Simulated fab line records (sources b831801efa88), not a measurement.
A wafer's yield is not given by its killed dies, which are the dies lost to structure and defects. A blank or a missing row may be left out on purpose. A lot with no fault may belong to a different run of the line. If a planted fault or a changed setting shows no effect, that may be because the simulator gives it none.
Problem report in the 8D (eight disciplines) form, filled by code -- flow sky130 -- the parts of the form that need people (team, actions taken, sign-off) are left out

## 1. PROBLEM STATEMENT
rotationDeg at SKY_LDD_N_IMPLANT_13 reads a mean of 297.578 degrees on 9 wafers of 3 lots; wafers without a fault read 90.002 degrees with a standard deviation of 0.027. That is +99 or more standard deviations from the usual mean.
The first sign was on wafer L145.1 at day 21 02:29, on implanter-04. The record has a number at this step for 21 wafers belonging to 7 lots. The rule behind "out" and "out of limits": a value lying over 4 standard deviations away from the usual mean. The rest of the wafers with a number are treated as sound.

## 2. WHAT IT IS; WHAT IT IS NOT
question,is,is not
which readings at this step,rotationDeg,-
which lots,"L145, L146, L150","L140, L153, L154, L160"
which wafers of those lots,all that have a number,-
read on which tools,implanter-04,"implanter-01, implanter-03"
when,from day 21 02:29,"up to then (3 sound wafers); but 9 sound wafers of L153, L154, L160 came after"

## 3. WHAT RULES OUT EACH SUSPECT
Counting: any tool at a process step up to the reading is kept as a suspect provided that every lot that is out went through it and no sound lot did after the first of them.
- implanter-04 at SKY_LDD_N_IMPLANT_13: ruled out as a lasting fault. After its first lot that is out, L145 (day 21 02:29), sound lots L160 ran on it.
Left after counting: nothing in the record.

## 4. THE CAUSE (what the simulator had put in)
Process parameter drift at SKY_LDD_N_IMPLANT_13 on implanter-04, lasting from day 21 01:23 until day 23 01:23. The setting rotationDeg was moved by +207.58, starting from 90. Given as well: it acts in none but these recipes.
Counting ruled it out, wrongly.

## 5. SEQUENCE OF EFFECTS, ordered by route
One row per reading whose mean, taken over the struck wafers that have a number, lies over 3 standard deviations from the usual. Only readings whose record carries a usual standard deviation are examined. hours: median over the lots of the time between each lot's start at the first step of this table that gives one and its start at this step. sigmas: the change, counted in usual standard deviations.
hours,step,reading,usual,on struck wafers,change,sigmas
0,SKY_LDD_N_IMPLANT_13,rotationDeg,90.002 degrees,297.578,+207.576,+99 or more
Its process steps:
- SKY_LDD_N_IMPLANT_13

## 6. WHAT WOULD HAVE CAUGHT IT SOONER
In this record the first reading out of limits was taken at day 21 02:29, 1 hour after the fault began at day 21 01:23.
